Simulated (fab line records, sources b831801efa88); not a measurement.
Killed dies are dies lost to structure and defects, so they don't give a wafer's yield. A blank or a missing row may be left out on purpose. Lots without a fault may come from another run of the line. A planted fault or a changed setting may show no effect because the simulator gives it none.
A struck lot beside a sound one | flow sky130 | 20 steps out of a route of 708
Sound: wafers L164.1, L164.3, L164.4. Struck: wafers L171.3, L171.4, L171.5. The cause comes at the end.
At each step with rows: each side's tool, then ch and its chambers, then its first start. Under that, the readings that differ: sound wafers | struck wafers | difference of the means | sigmas: that difference in standard deviations of wafers without a fault.
alike: readings whose means differ by less than 2 such deviations, and words and numbers that are the same on both sides. not compared: withheld readings, readings that some wafer has no value for, bounds like >300 that may hide the same value, and numbers for which the record gives no deviation and whose values overlap.
The two part at a step that has a row with sigmas, a row that says differs or no value, or rows on one side only. Numbers that don't overlap but have no deviation are shown without sigmas and don't part them. A reading that every wafer of one side lacks parts them only if that side has two wafers or more.

SKY_GATE_OXIDE_OVL_MEAS_10:
  sound on overlay-02, day 16 14:16; struck on overlay-01, day 18 02:07
  alike: GATE_OXIDE_OVL
then, 2 steps without rows for these wafers: SKY_GATE_OXIDE_IMPLANT_11; SKY_GATE_OXIDE_WET_ETCH_12 (etches SiO2 in dHF, target depth 16.8 nm, time 336 s).
SKY_GATE_OXIDE_STRIP_13: strips in O2/N2.
  sound on plasma_asher-01 ch 0,1, day 16 14:34; struck on plasma_asher-01 ch 0,1, day 18 02:28
  alike: drypump_motor_current_A, o2_flow_sccm, oes_product_au, strip_time_to_endpoint_s
  not compared: rf_hours_counter_h
SKY_GATE_OXIDE_TW_MEAS_14:
  sound on film_metro-02, day 16 14:40; struck on film_metro-02, day 18 02:33
  alike: GATE_OXIDE_TW
then, 3 steps without rows for these wafers: SKY_GATE_OXIDE_CLEAN_15 (cleans in SC1/SC2, time 150 s); SKY_GATE_OXIDE_OXIDATION_16 (stabilise 600 s, purge 300 s, target thk 3.57 nm); SKY_POLY_GATE_CVD_00 (deposits poly-Si, target thk 180 nm, time 720 s).
SKY_POLY_GATE_THK_MEAS_01:
  sound on film_metro-04, day 16 18:39; struck on film_metro-02, day 18 06:44
  alike: POLY_GATE_CVD_00_THK
then, 3 steps without rows for these wafers: SKY_RES_PROTECT_DEHYDRATE_00 (time 60 s); SKY_RES_PROTECT_HMDS_01 (prime time 60 s); SKY_RES_PROTECT_COAT_02 (resist thk 1140 nm).
SKY_RES_PROTECT_SOFTBAKE_03: time 60 s.
  sound on litho_track-02 ch 0, day 17 08:39; struck on litho_track-02 ch 0, day 18 21:48
  reading                  | sound             | struck            | difference | sigmas
  heater_power_total_W (W) | 56.51 56.58 56.52 | 66.96 66.93 66.92 | +10.40     | +99 or more
  run_length_s (s)         | 89.32 89.26 89.11 | 65.31 65.40 65.35 | -23.88     | -99 or more
then, 2 steps without rows for these wafers: SKY_RES_PROTECT_EXPOSE_04 (exposes mask RPM, target cd 1270 nm); SKY_RES_PROTECT_PEB_05.
SKY_RES_PROTECT_DEVELOP_06: develop time 60 s.
  sound on litho_track-01 ch 0, day 17 23:04; struck on litho_track-02 ch 0, day 19 12:48
  reading                                          | sound          | struck         | difference | sigmas
  model.NOVOLAK_of_RES_PROTECT_COAT_02.thk_nm (nm) | 1138 1138 1135 | 1154 1153 1157 | +18        |
then, 1 step without rows for these wafers: SKY_POLY_GATE_IMPLANT_02.
SKY_RES_PROTECT_STRIP_07: strips in O2/N2.
  sound on plasma_asher-02 ch 0,1, day 17 23:22; struck on plasma_asher-02 ch 0,1, day 19 13:05
  reading                      | sound             | struck            | difference | sigmas
  strip_time_to_endpoint_s (s) | 23.27 23.28 23.26 | 23.41 23.40 23.42 | +0.14      | +3
  alike: drypump_motor_current_A, o2_flow_sccm, oes_product_au
  not compared: rf_hours_counter_h
SKY_RES_PROTECT_TW_MEAS_08:
  sound on film_metro-02, day 17 23:28; struck on film_metro-01, day 19 13:10
  reading      | sound          | struck         | difference | sigmas
  POLY_GATE_TW | 4082 4065 4083 | 4037 4033 4032 | -43        | -2
-- the record jumps here: 29 days lie between the struck wafers' starts before and after (it left off in module RES_PROTECT and takes up again in module PAD_OPEN, whose first step shown is number 708 of the route) --
SKY_PAD_OPEN_PROBE_99:
  sound on prober-01, day 47 21:46; struck on prober-01, day 48 14:20
  reading         | sound | struck | difference | sigmas
  killed_at_other | 1 1 2 | 0 0 0  | -1         | -2
  alike: killed_at_M0_to_M3, killed_at_M4_up, killed_at_contacts, killed_at_front_end, killed_dies, killed_open, killed_short

WHERE THEY PART
First at SKY_RES_PROTECT_SOFTBAKE_03; last, within this record, at SKY_PAD_OPEN_PROBE_99.

WHY: what the simulator had put in
Process parameter drift: litho_track-02, from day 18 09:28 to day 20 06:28, at SKY_RES_PROTECT_SOFTBAKE_03. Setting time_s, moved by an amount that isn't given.
